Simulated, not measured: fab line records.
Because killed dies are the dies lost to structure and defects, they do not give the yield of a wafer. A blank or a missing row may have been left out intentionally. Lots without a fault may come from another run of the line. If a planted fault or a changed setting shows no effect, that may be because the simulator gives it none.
Which tool was responsible? / flow sky130 / 13 lots, 39 wafers sampled, at 4 steps of a route of 708

## WHAT THE GAUGES READ, wafer by wafer
SKY_FIELD_ISO_CD_MEAS_13: target cd 150 nm.
lot=L857; measured=day 2 04:23; on=cd-sem-01; cd-nm (nm)=148.4 150.4 149.9
lot=L858; measured=day 2 10:52; on=cd-sem-02; cd-nm (nm)=149.1 149.3 147.9
lot=L859; measured=day 2 15:52; on=cd-sem-02; cd-nm (nm)=149.7 147.6 148.1
lot=L861; measured=day 3 02:49; on=cd-sem-02; cd-nm (nm)=152.9 152.3 151.8
lot=L862; measured=day 3 07:05; on=cd-sem-01; cd-nm (nm)=152.1 151.2 150.9
lot=L863; measured=day 3 13:44; on=cd-sem-02; cd-nm (nm)=147.1 149.1 148.5
lot=L865; measured=day 3 23:05; on=cd-sem-02; cd-nm (nm)=149.7 151.5 149.5
lot=L868; measured=day 4 17:17; on=cd-sem-01; cd-nm (nm)=148.9 149.0 149.5
lot=L869; measured=day 4 23:54; on=cd-sem-02; cd-nm (nm)=149.2 151.8 149.7
lot=L872; measured=day 5 11:44; on=cd-sem-02; cd-nm (nm)=149.3 148.6 148.8
lot=L876; measured=day 6 08:25; on=cd-sem-02; cd-nm (nm)=149.0 149.6 150.1
lot=L877; measured=day 6 12:01; on=cd-sem-02; cd-nm (nm)=151.7 151.6 153.3
lot=L880; measured=day 7 04:10; on=cd-sem-02; cd-nm (nm)=149.9 151.2 150.6

SKY_LDD_HVN_TW_MEAS_10.
lot=L857; measured=day 19 22:04; on=film-metro-04; LDD_HVN_TW=1456 1458 1464
lot=L858; measured=day 20 16:17; on=film-metro-01; LDD_HVN_TW=1435 1437 1436
lot=L859; measured=day 21 06:46; on=film-metro-02; LDD_HVN_TW=1420 1412 1415
lot=L861; measured=day 21 22:14; on=film-metro-04; LDD_HVN_TW=1444 1449 1453
lot=L862; measured=day 22 08:37; on=film-metro-04; LDD_HVN_TW=1451 1451 1461
lot=L863; measured=day 22 17:35; on=film-metro-02; LDD_HVN_TW=1410 1413 1417
lot=L865; measured=day 23 12:31; on=film-metro-04; LDD_HVN_TW=1455 1450 1454
lot=L868; measured=day 24 15:16; on=film-metro-04; LDD_HVN_TW=1461 1454 1455
lot=L869; measured=day 25 00:29; on=film-metro-02; LDD_HVN_TW=1418 1419 1413
lot=L872; measured=day 26 03:05; on=film-metro-01; LDD_HVN_TW=1432 1439 1430
lot=L876; measured=day 27 03:01; on=film-metro-02; LDD_HVN_TW=1411 1411 1405
lot=L877; measured=day 27 12:03; on=film-metro-04; LDD_HVN_TW=1462 1458 1464
lot=L880; measured=day 28 09:52; on=film-metro-02; LDD_HVN_TW=1411 1410 1411

## WHICH TOOL RAN EACH LOT (tool, then ch and the chambers of the sampled wafers, then the start)
lot=L857; SKY_FIELD_ISO_DEVELOP_12=litho-track-01 ch 0, day 2 04:00; SKY_FIELD_ISO_ETCH_17=rie-si-02 ch 1,2, day 2 04:43
lot=L858; SKY_FIELD_ISO_DEVELOP_12=litho-track-01 ch 0, day 2 10:00; SKY_FIELD_ISO_ETCH_17=rie-si-01 ch 0,3, day 2 11:10
lot=L859; SKY_FIELD_ISO_DEVELOP_12=litho-track-04 ch 0, day 2 15:00; SKY_FIELD_ISO_ETCH_17=rie-si-01 ch 0,1,3, day 2 16:11
lot=L861; SKY_FIELD_ISO_DEVELOP_12=litho-track-04 ch 0, day 3 02:00; SKY_FIELD_ISO_ETCH_17=rie-si-01 ch 0,1,3, day 3 03:05
lot=L862; SKY_FIELD_ISO_DEVELOP_12=litho-track-01 ch 0, day 3 06:00; SKY_FIELD_ISO_ETCH_17=rie-si-01 ch 1,2,3, day 3 07:25
lot=L863; SKY_FIELD_ISO_DEVELOP_12=litho-track-04 ch 0, day 3 13:00; SKY_FIELD_ISO_ETCH_17=rie-si-02 ch 0,1,3, day 3 14:02
lot=L865; SKY_FIELD_ISO_DEVELOP_12=litho-track-01 ch 0, day 3 22:00; SKY_FIELD_ISO_ETCH_17=rie-si-01 ch 1,2,3, day 3 23:25
lot=L868; SKY_FIELD_ISO_DEVELOP_12=litho-track-01 ch 0, day 4 17:00; SKY_FIELD_ISO_ETCH_17=rie-si-02 ch 0,2,3, day 4 17:37
lot=L869; SKY_FIELD_ISO_DEVELOP_12=litho-track-01 ch 0, day 4 23:00; SKY_FIELD_ISO_ETCH_17=rie-si-01 ch 0,1,2, day 5 00:10
lot=L872; SKY_FIELD_ISO_DEVELOP_12=litho-track-04 ch 0, day 5 11:00; SKY_FIELD_ISO_ETCH_17=rie-si-01 ch 1,2, day 5 12:02
lot=L876; SKY_FIELD_ISO_DEVELOP_12=litho-track-04 ch 0, day 6 08:00; SKY_FIELD_ISO_ETCH_17=rie-si-02 ch 0,1,3, day 6 08:44
lot=L877; SKY_FIELD_ISO_DEVELOP_12=litho-track-02 ch 0, day 6 11:00; SKY_FIELD_ISO_ETCH_17=rie-si-01 ch 0,1,3, day 6 12:20
lot=L880; SKY_FIELD_ISO_DEVELOP_12=litho-track-02 ch 0, day 7 04:00; SKY_FIELD_ISO_ETCH_17=rie-si-02 ch 0,1,3, day 7 04:29
- SKY_FIELD_ISO_DEVELOP_12: develop time 60 s.
- SKY_FIELD_ISO_ETCH_17: etches Si in HBr/Cl2/O2, target depth 342 nm, time 97.7 s.

## AS READ BY THE TOOLS THEMSELVES (means over the sampled wafers that have a number; for cases with no such wafer, the mark the record gives instead)
SKY_FIELD_ISO_DEVELOP_12.
lot=L857; tool=litho-track-01; developer-temp-C (C)=21.13; exhaust-pa (Pa)=45.1
lot=L858; tool=litho-track-01; developer-temp-C (C)=20.91; exhaust-pa (Pa)=44.8
lot=L859; tool=litho-track-04; developer-temp-C (C)=21.02; exhaust-pa (Pa)=45.2
lot=L861; tool=litho-track-04; developer-temp-C (C)=20.86; exhaust-pa (Pa)=45.0
lot=L862; tool=litho-track-01; developer-temp-C (C)=21.00; exhaust-pa (Pa)=45.2
lot=L863; tool=litho-track-04; developer-temp-C (C)=21.13; exhaust-pa (Pa)=45.9
lot=L865; tool=litho-track-01; developer-temp-C (C)=21.04; exhaust-pa (Pa)=45.3
lot=L868; tool=litho-track-01; developer-temp-C (C)=20.13; exhaust-pa (Pa)=44.3
lot=L869; tool=litho-track-01; developer-temp-C (C)=20.27; exhaust-pa (Pa)=44.3
lot=L872; tool=litho-track-04; developer-temp-C (C)=20.96; exhaust-pa (Pa)=44.4
lot=L876; tool=litho-track-04; developer-temp-C (C)=20.89; exhaust-pa (Pa)=44.5
lot=L877; tool=litho-track-02; developer-temp-C (C)=21.07; exhaust-pa (Pa)=44.8
lot=L880; tool=litho-track-02; developer-temp-C (C)=20.99; exhaust-pa (Pa)=45.8

SKY_FIELD_ISO_ETCH_17.
lot=L857; tool=rie-si-02; bias-w (W)=150.2; drypump-motor-current-A (A)=6.0; oes-product-au (a.u.)=1.003; throttle-valve-pct (%)=25.653
lot=L858; tool=rie-si-01; bias-w (W)=149.8; drypump-motor-current-A (A)=5.4; oes-product-au (a.u.)=0.993; throttle-valve-pct (%)=25.657
lot=L859; tool=rie-si-01; bias-w (W)=150.0; drypump-motor-current-A (A)=5.6; oes-product-au (a.u.)=0.998; throttle-valve-pct (%)=25.656
lot=L861; tool=rie-si-01; bias-w (W)=150.3; drypump-motor-current-A (A)=5.6; oes-product-au (a.u.)=1.005; throttle-valve-pct (%)=25.658
lot=L862; tool=rie-si-01; bias-w (W)=150.1; drypump-motor-current-A (A)=5.6; oes-product-au (a.u.)=1.001; throttle-valve-pct (%)=25.658
lot=L863; tool=rie-si-02; bias-w (W)=150.1; drypump-motor-current-A (A)=6.1; oes-product-au (a.u.)=1.006; throttle-valve-pct (%)=25.650
lot=L865; tool=rie-si-01; bias-w (W)=150.0; drypump-motor-current-A (A)=5.6; oes-product-au (a.u.)=1.001; throttle-valve-pct (%)=25.662
lot=L868; tool=rie-si-02; bias-w (W)=150.0; drypump-motor-current-A (A)=5.8; oes-product-au (a.u.)=0.996; throttle-valve-pct (%)=25.651
lot=L869; tool=rie-si-01; bias-w (W)=150.1; drypump-motor-current-A (A)=5.3; oes-product-au (a.u.)=1.000; throttle-valve-pct (%)=25.654
lot=L872; tool=rie-si-01; bias-w (W)=150.2; drypump-motor-current-A (A)=5.2; oes-product-au (a.u.)=1.000; throttle-valve-pct (%)=25.654
lot=L876; tool=rie-si-02; bias-w (W)=150.0; drypump-motor-current-A (A)=6.0; oes-product-au (a.u.)=0.998; throttle-valve-pct (%)=25.658
lot=L877; tool=rie-si-01; bias-w (W)=150.1; drypump-motor-current-A (A)=5.6; oes-product-au (a.u.)=0.994; throttle-valve-pct (%)=25.663
lot=L880; tool=rie-si-02; bias-w (W)=150.1; drypump-motor-current-A (A)=6.0; oes-product-au (a.u.)=0.997; throttle-valve-pct (%)=25.653

## THE ANSWER, worked out from the rows above alone
Rule: usual is defined by the lots themselves. The widest of any qualifying gaps counts: lots, ordered by their means at a reading, are off when they make up no more than a third of the lots, leave a main group of 4 or more, and stand apart from it by 3 or more times the standard deviation of that group's means. If all means in a main group match to the digits the tables above print for the reading, that group is not used. A lot without any number at a reading at which 4 lots or more have one is off too. Where the step has rows for the other lots, those lots are counted as sound. Order of review: gauges by route order, followed by the tools' own readings, for which a lot's mean as printed above is used. The first step at which some lot is off is used, and at that step the reading that is off furthest; a lot without a number counts as furthest.
Off at SKY_FIELD_ISO_DEVELOP_12 (developer-temp-C): L868, L869. The main group: mean 21.00 C, standard deviation 0.086.
If a tool, at that step or one of the process steps before it, ran each lot that is off and ran no sound lot following the first of them, it fits. One candidate fits, namely litho-track-01 at SKY_FIELD_ISO_DEVELOP_12. Its last sound lot is L865 (day 3 22:00), its first lot that is off L868 (day 4 17:00): a fault that began between those two fits.
The tool's own readings at SKY_FIELD_ISO_DEVELOP_12 bear it out: on the lots that are off they differ by more than 5 times the standard deviation of the sound lots' means. developer-temp-C reads 20.20 C there against 21.00 C on the sound lots.

## WHAT HAD BEEN PUT IN BY THE SIMULATOR
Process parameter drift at SKY_FIELD_ISO_DEVELOP_12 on litho-track-01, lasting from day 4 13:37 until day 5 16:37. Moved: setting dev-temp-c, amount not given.
Shown lots that were struck: L868, L869. The same result came from the rule above.
